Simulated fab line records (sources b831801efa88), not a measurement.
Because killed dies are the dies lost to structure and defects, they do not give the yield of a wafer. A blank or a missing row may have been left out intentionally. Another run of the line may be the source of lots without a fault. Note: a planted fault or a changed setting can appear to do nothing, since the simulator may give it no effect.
Tool commonality check + flow sky130 + 13 lots, 39 wafers sampled

REASON IT WAS OPENED
SKY_NWELL_RS_MEAS_31, reading PWDE_RS: flagged on 2 of 13 lots. Fault-free wafers read 5277 ohm/sq, with a standard deviation of 17.
Rule: a lot is flagged when every wafer of it that has a number lies more than 4 standard deviations from that mean, or none has a number. The rest of the lots are taken to be sound.

| lot  | measured     | on            | PWDE_RS (ohm/sq), wafer by wafer | flag    |
|------|--------------|---------------|----------------------------------|---------|
| L307 | day 5 10:01  | film_metro-02 | 5248 5272 5266                   |         |
| L308 | day 5 16:26  | film_metro-03 | 5296 5288 5277                   |         |
| L311 | day 6 07:57  | film_metro-02 | 5267 5290 5271                   |         |
| L313 | day 6 21:17  | film_metro-02 | 5299 5277 5285                   |         |
| L314 | day 7 00:29  | film_metro-03 | 5270 5264 5256                   |         |
| L316 | day 7 17:51  | film_metro-02 | 5279 5270 5272                   |         |
| L317 | day 7 23:42  | film_metro-03 | 5252 5270 5277                   |         |
| L318 | day 8 09:13  | film_metro-04 | 5275 5264 5270                   |         |
| L319 | day 8 10:05  | film_metro-03 | 5286 5295 5289                   |         |
| L321 | day 8 20:06  | film_metro-04 | 5265 5270 5283                   |         |
| L322 | day 9 01:55  | film_metro-02 | 5298 5274 5287                   |         |
| L329 | day 10 19:29 | film_metro-03 | 5431 5418 5437                   | FLAGGED |
| L330 | day 11 05:22 | film_metro-02 | 5418 5422 5427                   | FLAGGED |
The numbers of the flagged lots are 5426 ohm/sq on average: +148 ohm/sq against the usual, or +9 standard deviations.

EACH LOT AND THE TOOL IT RAN ON
The record holds 1 process step before the reading, out of a route of 708 steps. Read each cell as the tool, then ch plus the chambers that the sampled wafers visited, then the start.
| lot  | flag    | SKY_PWDE_IMPLANT_08            |
|------|---------|--------------------------------|
| L307 |         | implanter-04 ch 0, day 3 22:59 |
| L308 |         | implanter-01 ch 0, day 4 04:06 |
| L311 |         | implanter-02 ch 0, day 4 19:25 |
| L313 |         | implanter-04 ch 0, day 5 06:44 |
| L314 |         | implanter-02 ch 0, day 5 09:44 |
| L316 |         | implanter-04 ch 0, day 6 01:37 |
| L317 |         | implanter-04 ch 0, day 6 07:50 |
| L318 |         | implanter-02 ch 0, day 6 16:02 |
| L319 |         | implanter-01 ch 0, day 6 16:26 |
| L321 |         | implanter-01 ch 0, day 7 02:09 |
| L322 |         | implanter-04 ch 0, day 7 08:23 |
| L329 | FLAGGED | implanter-01 ch 0, day 8 22:32 |
| L330 | FLAGGED | implanter-01 ch 0, day 9 07:17 |
What the steps here do:
- SKY_PWDE_IMPLANT_08
- SKY_NWELL_RS_MEAS_31: measures by four-point-probe.

FLAGGED OVER TOTAL, TOOL BY TOOL (the gauges that took the reading come last)
| step                 | tool          | lots run | flagged | share of the flagged lots | sound lots run after its first flagged lot |
|----------------------|---------------|----------|---------|---------------------------|--------------------------------------------|
| SKY_PWDE_IMPLANT_08  | implanter-01  | 5        | 2       | all                       | 0                                          |
| SKY_PWDE_IMPLANT_08  | implanter-02  | 3        | 0       | none                      | -                                          |
| SKY_PWDE_IMPLANT_08  | implanter-04  | 5        | 0       | none                      | -                                          |
| SKY_NWELL_RS_MEAS_31 | film_metro-02 | 6        | 1       | some                      | 0                                          |
| SKY_NWELL_RS_MEAS_31 | film_metro-03 | 5        | 1       | some                      | 0                                          |
| SKY_NWELL_RS_MEAS_31 | film_metro-04 | 2        | 0       | none                      | -                                          |

WHAT THE TABLE ALLOWS
In the table, 1 row covers all flagged lots: implanter-01 at SKY_PWDE_IMPLANT_08.
- implanter-01 at SKY_PWDE_IMPLANT_08 ran 5 lots, 2 of them flagged. A fault beginning between L321 (day 7 02:09), its last sound lot, and L329 (day 8 22:32), its first flagged one, fits the data. Its own readings (dose_ions_cm2) fall more than 4 standard deviations out on all wafers of the flagged lots.
What remains is a single tool, implanter-01 at SKY_PWDE_IMPLANT_08.

WHAT WAS PUT IN BY THE SIMULATOR
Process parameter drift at SKY_PWDE_IMPLANT_08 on implanter-01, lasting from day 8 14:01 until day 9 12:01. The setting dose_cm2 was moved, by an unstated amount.
Struck lots among those shown: L329, L330. The same result came from the rule above.
